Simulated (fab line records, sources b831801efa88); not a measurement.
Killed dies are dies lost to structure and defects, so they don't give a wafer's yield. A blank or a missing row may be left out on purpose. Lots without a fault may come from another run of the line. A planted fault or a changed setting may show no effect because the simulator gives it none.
Chamber matching | flow gf180mcu | GF_V4_CVD_02 on pecvd-01: 3 sister chambers
The step deposits SiO2 from TEOS, target thk 850 nm, time 94.851 s. 6 wafers are shown with their chamber, then 8 later ones without.

WAFERS WITH THEIR CHAMBER
wafer  | chamber | heater_power_w (W)
L081.1 | 1       | 689
L081.6 | 0       | 714
L090.2 | 1       | 709
L090.3 | 2       | 828
L090.5 | 2       | 849
L092.2 | 0       | 798

WAFERS WITHOUT THEIR CHAMBER
wafer  | heater_power_w (W)
L092.3 | 858
L092.6 | 865
L096.2 | 751
L096.4 | 906
L096.5 | 812
L097.2 | 823
L097.4 | 839
L097.5 | 726

WHICH CHAMBER EACH WENT THROUGH
wafer  | from the rows above     | in truth
L092.3 | 2                       | 2
L092.6 | 2                       | 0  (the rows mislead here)
L096.2 | can't be placed: 0 or 1 | 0
L096.4 | 2                       | 2
L096.5 | can't be placed: 2 or 0 | 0
L097.2 | can't be placed: 2 or 0 | 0
L097.4 | 2                       | 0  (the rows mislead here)
L097.5 | can't be placed: 1 or 0 | 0
Placed correctly: 2 of 8. Can't be placed from these rows: 4 (the true chamber is among the candidates in 4). Placed wrongly: 2.
How it was worked out, from the rows above alone: a wafer's distance from a chamber is the root of the sum, over the readings, of the square of ((its reading less the chamber's mean) divided by the reading's scatter). The wafer belongs to the nearest chamber; if the next one is less than 2 further off, it can't be placed. A chamber's mean is the mean of its shown wafers. The scatter: the root of (the sum of the squares of (reading less its chamber's mean) over the shown wafers, divided by (wafers less chambers)).
